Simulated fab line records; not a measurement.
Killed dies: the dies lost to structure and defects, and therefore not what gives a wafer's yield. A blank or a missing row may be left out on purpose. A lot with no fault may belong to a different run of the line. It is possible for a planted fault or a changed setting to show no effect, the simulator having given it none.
Code-filled problem report in 8D (eight disciplines) form	flow sky130	the parts of the form that need people (team, actions taken, sign-off) are left out

## 1. PROBLEM STATEMENT
Wafers without a fault read 159.05, standard deviation 0.16; exposureDoseMJCm2 at SKY_CAP2M_EXPOSE_09 reads a mean of 175.07 on 6 wafers belonging to 2 lots. So: +99 or more standard deviations from the usual mean.
The step: exposes mask CAP2M, target cd 1000 nm.
First seen on wafer L598.4, day 41 14:53, on ilineStepper-01. The record has a number at this step for 18 wafers belonging to 6 lots. The rule behind "out" and "out of limits": a value lying over 4 standard deviations away from the usual mean. The rest of the wafers with a number are treated as sound.

## 2. WHAT IT IS, WHAT IT ISN'T
question	is	is not
which readings at this step	exposureDoseMJCm2	reticleTempC
which lots	L598, L599	L596, L605, L609, L616
which wafers of those lots	all that have a number	-
read on which tools	ilineStepper-01	ilineStepper-02
when	from day 41 14:53	up to then (3 sound wafers); but 9 sound wafers of L605, L609, L616 came after

## 3. SUSPECTS, AND WHAT RULES EACH OUT
Counting: a tool at a process step up to the reading stays a suspect if it ran every lot that is out and no sound lot after the first of them.
- ilineStepper-01 at SKY_CAP2M_EXPOSE_09 (exposes mask CAP2M, target cd 1000 nm): kept. It processed each lot that is out, first L598 at day 41 14:53, and no sound lot thereafter; up to then, the last sound lot it processed was L596 at day 40 09:05. Out on those wafers are its own readings of exposureDoseMJCm2.
The count leaves ilineStepper-01 at SKY_CAP2M_EXPOSE_09.

## 4. THE CAUSE (what the simulator had put in)
Process parameters drifting: ilineStepper-01 at SKY_CAP2M_EXPOSE_09, beginning at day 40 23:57. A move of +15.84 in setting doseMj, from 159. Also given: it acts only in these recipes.
The count eliminated every tool but this one.

## 5. THE EFFECT CHAIN, in route order
One row per reading whose mean, taken over the struck wafers that have a number, lies over 3 standard deviations from the usual. Only readings whose record carries a usual standard deviation are examined. hours: median over the lots of the time between each lot's start at the first step of this table that gives one and its start at this step. sigmas: the change, counted in usual standard deviations.
hours	step	reading	usual	on struck wafers	change	sigmas
0	SKY_CAP2M_EXPOSE_09	exposureDoseMJCm2	159.05	175.07	+16.02	+99 or more
Its process steps:
- SKY_CAP2M_EXPOSE_09: exposes mask CAP2M, target cd 1000 nm.
Later steps that measure or inspect, where all struck wafers having a row at the step show a number for every such reading and not one has moved that far: SKY_CAP2M_OVL_MEAS_12.

## 6. HOW IT WOULD HAVE BEEN CAUGHT EARLIER
First out-of-limits reading in this record: day 41 14:53, which is 15 hours after fault onset at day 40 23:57.
